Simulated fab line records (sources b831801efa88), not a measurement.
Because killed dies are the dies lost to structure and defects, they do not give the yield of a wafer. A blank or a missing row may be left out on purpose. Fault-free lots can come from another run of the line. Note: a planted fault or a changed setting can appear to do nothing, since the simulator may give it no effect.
Which tool is to blame? -- flow sky130 -- 12 lots, 36 wafers sampled, at 3 steps of a route of 708

## WHAT THE GAUGES SHOWED, per wafer
SKY_PWDE_OVL_MEAS_07.
lot,measured,on,PWDE_OVL (nm)
L559,day 4 01:57,overlay-01,1.4 2.2 1.4
L560,day 4 03:28,overlay-02,1.5 -0.2 3.0
L562,day 4 14:37,overlay-01,2.2 2.9 -0.6
L563,day 4 19:43,overlay-02,-0.8 -0.3 -0.2
L565,day 5 06:45,overlay-02,-0.8 -1.6 -0.6
L566,day 5 16:04,overlay-02,-0.4 -0.3 -1.0
L568,day 5 20:54,overlay-01,2.5 0.9 2.4
L569,day 6 05:14,overlay-02,0.9 -0.3 -0.7
L570,day 6 09:22,overlay-01,-0.1 1.5 1.4
L571,day 6 15:16,overlay-02,4.9 2.8 0.8
L575,day 7 14:57,overlay-01,3.5 1.1 -0.2
L577,day 8 02:15,overlay-02,-1.8 -0.7 -2.0

SKY_LDD_HVN_TW_MEAS_10.
lot,measured,on,LDD_HVN_TW
L559,day 20 19:05,film_metro-03,1434 1444 1437
L560,day 20 19:29,film_metro-01,1439 1437 1440
L562,day 21 22:23,film_metro-04,1435 1429 1434
L563,day 22 00:48,film_metro-01,1430 1440 1435
L565,day 22 23:26,film_metro-01,1446 1446 1443
L566,day 23 08:58,film_metro-04,1446 1449 1451
L568,day 23 18:08,film_metro-03,1439 1438 1440
L569,day 24 12:00,film_metro-03,1440 1440 1435
L570,day 24 15:55,film_metro-01,1434 1435 1436
L571,day 25 02:47,film_metro-04,1453 1458 1453
L575,day 26 09:05,film_metro-01,1489 1491 1489 1489 1501 1486
L577,day 27 03:59,film_metro-03,1513 1504 1508 1514 1502 1506

## WHICH TOOL RAN EACH LOT (tool, then ch and the chambers of the sampled wafers, then the start)
lot,SKY_LDD_HVN_IMPLANT_08
L559,"implanter-02 ch 0, day 20 18:50"
L560,"implanter-02 ch 0, day 20 19:14"
L562,"implanter-01 ch 0, day 21 22:08"
L563,"implanter-03 ch 0, day 22 00:35"
L565,"implanter-03 ch 0, day 22 23:11"
L566,"implanter-02 ch 0, day 23 08:44"
L568,"implanter-01 ch 0, day 23 17:53"
L569,"implanter-02 ch 0, day 24 11:46"
L570,"implanter-03 ch 0, day 24 15:41"
L571,"implanter-03 ch 0, day 25 02:32"
L575,"implanter-03 ch 0, day 26 08:50"
L577,"implanter-03 ch 0, day 27 03:44"
- SKY_LDD_HVN_IMPLANT_08

## AS READ BY THE TOOLS THEMSELVES (means over the sampled wafers that have a number; for cases with no such wafer, the mark the record gives instead)
SKY_LDD_HVN_IMPLANT_08.
lot,tool,beam_energy_keV
L559,implanter-02,59.968
L560,implanter-02,60.018
L562,implanter-01,60.002
L563,implanter-03,60.002
L565,implanter-03,59.983
L566,implanter-02,59.991
L568,implanter-01,59.987
L569,implanter-02,60.013
L570,implanter-03,60.007
L571,implanter-03,60.012
L575,implanter-03,69.530
L577,implanter-03,69.513

## THE ANSWER, worked out from the rows above alone
Rule: the usual values come from the lots themselves. The widest of any qualifying gaps counts: lots, ordered by their means at a reading, are off when they make up no more than a third of the lots, leave a main group of 4 or more, and stand apart from it by 3 or more times the standard deviation of that group's means. If all means in a main group match to the digits the tables above print for the reading, that group is not used. A lot without any number at a reading at which 4 lots or more have one is off too. Any other lot the step has rows for is counted as sound. Order of review: gauges by route order, followed by the tools' own readings, for which a lot's mean as printed above is used. The first step at which some lot is off is used, and at that step the reading that is off furthest; a lot without a number counts as furthest.
Off: at SKY_LDD_HVN_TW_MEAS_10 (LDD_HVN_TW), L575, L577. The main group has a mean of 1441 with a standard deviation of 6.5.
A tool fits if, at a process step before that reading, it ran every lot that is off, and no sound lot after the first of them. The gauges at SKY_LDD_HVN_TW_MEAS_10 aren't tried: what is off there is off at SKY_LDD_HVN_IMPLANT_08 too, on other tools, and a gauge's error can't cause that. One fits: implanter-03 at SKY_LDD_HVN_IMPLANT_08. A fault onset in the window from L571 (day 25 02:32, its last sound lot) to L575 (day 26 08:50, its first lot off) fits.
On the lots that are off, the tool's own readings at SKY_LDD_HVN_IMPLANT_08 differ by more than 5 times the standard deviation of the sound lots' means, which bears it out; beam_energy_keV reads 69.522 there versus 59.998 on the sound lots.

## WHAT HAD BEEN PUT IN BY THE SIMULATOR
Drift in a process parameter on implanter-03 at SKY_LDD_HVN_IMPLANT_08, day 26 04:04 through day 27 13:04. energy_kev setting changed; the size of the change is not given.
Shown lots that were struck: L575, L577. The rule given above showed the same thing.
